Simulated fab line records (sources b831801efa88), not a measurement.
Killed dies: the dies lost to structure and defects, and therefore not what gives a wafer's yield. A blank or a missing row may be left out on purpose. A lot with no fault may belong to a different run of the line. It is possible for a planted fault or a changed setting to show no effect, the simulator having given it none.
Chamber matching	flow sky130	cmp-01 running SKY_VIA2_CMP_24: 4 sister chambers
The step polishes, stops on SiO2, t overpolish 20 s, target thk 0 nm. 4 wafers are shown with their chamber, then 7 later ones without.

## WAFERS WITH THEIR CHAMBER
wafer	chamber	motor current A (A)
L932.5	3	9.9
L933.3	2	12.1
L934.2	0	11.2
L934.4	1	10.9

## WAFERS WITH NO CHAMBER GIVEN
wafer	motor current A (A)
L934.6	11.8
L940.3	10.7
L940.4	12.3
L940.5	12.0
L942.4	11.0
L942.5	9.9
L942.6	11.1

## EACH ONE'S CHAMBER
wafer	from the rows above	in truth
L934.6	can't be placed: 2 or 0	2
L940.3	can't be placed: 1 or 0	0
L940.4	2	2
L940.5	2	2
L942.4	can't be placed: 1 or 0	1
L942.5	3	3
L942.6	can't be placed: 0 or 1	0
3 of 7 placed correctly. Can't be placed from these rows: 4 (the true chamber is among the candidates in 4). Wrongly placed: 0.
How it was worked out, from the rows above alone: a wafer's distance from a chamber is the root of the sum, over the readings, of the square of ((its reading less the chamber's mean) divided by the reading's scatter). The wafer belongs to the nearest chamber; if the next one is less than 2 further off, it can't be placed. The mean given for a chamber averages the wafers shown for that chamber. The scatter (one wafer shown for each chamber): square how far every hidden wafer sits from the nearest shown wafer, average those squares and take the square root.
